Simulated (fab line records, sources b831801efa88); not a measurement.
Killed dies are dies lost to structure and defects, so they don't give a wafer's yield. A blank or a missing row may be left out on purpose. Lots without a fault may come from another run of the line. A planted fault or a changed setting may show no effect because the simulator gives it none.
A struck lot beside a sound one | flow sky130 | 16 steps out of a route of 708
Sound: wafers L787.1, L787.4, L787.5. Struck: wafer L805.2. (L805.1, L805.5 of the same lot were not struck and are left out.) The cause comes at the end.
At each step with rows: each side's tool, then ch and its chambers, then its first start. Under that, the readings that differ: sound wafers | struck wafers | difference of the means | sigmas: that difference in standard deviations of wafers without a fault.
alike: readings whose means differ by less than 2 such deviations, and words and numbers that are the same on both sides. not compared: withheld readings, readings that some wafer has no value for, bounds like >300 that may hide the same value, and numbers for which the record gives no deviation and whose values overlap.
The two part at a step that has a row with sigmas, a row that says differs or no value, or rows on one side only. Numbers that don't overlap but have no deviation are shown without sigmas and don't part them. A reading that every wafer of one side lacks parts them only if that side has two wafers or more.

SKY_METAL5_SPUTTER_03: material Ti, target thk 5 nm, time 3.3 s.
  sound on pvd_sputter-03, day 43 17:47; struck on pvd_sputter-03, day 48 05:28
  alike: throttle_valve_pct
SKY_METAL5_SPUTTER_04: material TiN, target thk 70 nm, time 58.3 s.
  sound on pvd_sputter-03, day 43 17:48; struck on pvd_sputter-03, day 48 05:29
  alike: throttle_valve_pct
SKY_METAL5_RS_MEAS_05: measures by four-point-probe.
  sound on film_metro-01, day 43 17:51; struck on film_metro-04, day 48 05:32
  alike: METAL5_ALCU_RS
SKY_METAL5_THK_MEAS_06: measures by xrf.
  sound on film_metro-01, day 43 17:58; struck on film_metro-04, day 48 05:39
  alike: METAL5_ALCU_THK
then, 7 steps without rows for these wafers: SKY_METAL5_DEHYDRATE_07 (time 60 s); SKY_METAL5_HMDS_08 (prime time 60 s); SKY_METAL5_COAT_09 (resist thk 1800 nm); SKY_METAL5_SOFTBAKE_10 (time 60 s); SKY_METAL5_EXPOSE_11 (exposes mask MM5, target cd 1600 nm); SKY_METAL5_PEB_12; SKY_METAL5_DEVELOP_13 (develop time 60 s).
SKY_METAL5_DESCUM_14: chemistry O2, time 11 s.
  sound on rie_metal-04 ch 0,1, day 44 15:59; struck on rie_metal-03 ch 1, day 48 23:08
  alike: drypump_motor_current_A, oes_product_au
  not compared: rf_hours_counter_h
SKY_METAL5_METAL_ETCH_15: etches the open film in Cl2/BCl3, stops on SiO2, target depth 1260 nm, time 252 s.
  sound on rie_metal-04 ch 0,1, day 44 16:01; struck on rie_metal-03 ch 1, day 48 23:11
  reading                                     | sound             | struck | difference | sigmas
  rf_fwd_power_W (W)                          | 900.7 896.1 900.6 | 1039.5 | +140.4     | +54
  model.NOVOLAK_of_METAL5_COAT_09.thk_nm (nm) | 1054 1064 1042    | 945.6  | -107.7     |
  model.METAL5.cd_nm (nm)                     | 1614 1609 1612    | 1598   | -14        |
  model.SiO2_of_VIA4_HDPCVD_00.thk_nm (nm)    | 549.9 550.4 549.6 | 546.5  | -3.5       |
  alike: drypump_motor_current_A, oes_product_au, throttle_valve_pct
  not compared: rf_hours_counter_h
SKY_METAL5_STRIP_16: strips in O2/N2.
  sound on plasma_asher-01 ch 0,1, day 44 16:15; struck on plasma_asher-02 ch 1, day 48 23:25
  reading                      | sound             | struck | difference | sigmas
  oes_product_au (a.u.)        | 0.716 0.713 0.713 | 0.704  | -0.010     | -2
  strip_time_to_endpoint_s (s) | 13.27 13.37 13.16 | 12.10  | -1.17      | -8
  alike: drypump_motor_current_A, o2_flow_sccm
  not compared: rf_hours_counter_h
then, 1 step without rows for these wafers: SKY_METAL5_STRIP_17 (strips in post etch residue remover, time 1200 s).
SKY_PAD_OPEN_PROBE_99:
  sound on prober-01, day 46 14:27; struck on prober-01, day 50 12:31
  reading                        | sound          | struck | difference | sigmas
  model.etest.met5.width_nm (nm) | 1620 1611 1615 | 1597   | -18        |
  alike: defect_limited_yield, killed_at_M0_to_M3, killed_at_M4_up, killed_at_contacts, killed_at_front_end, killed_at_other, killed_dies, killed_open, killed_short, sort_bin_3_pad_short, sort_bin_5_function, sort_bin_6_memory, sort_n_pass, sort_yield_pct

WHERE THEY PART
First at SKY_METAL5_METAL_ETCH_15; last, within this record, at SKY_METAL5_STRIP_16. Later steps at which nothing parts them and some readings are alike: SKY_PAD_OPEN_PROBE_99.

WHY: what the simulator had put in
Process parameter drift: rie_metal-03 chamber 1, from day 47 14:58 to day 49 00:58, at SKY_METAL5_METAL_ETCH_15. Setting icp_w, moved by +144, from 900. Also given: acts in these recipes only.
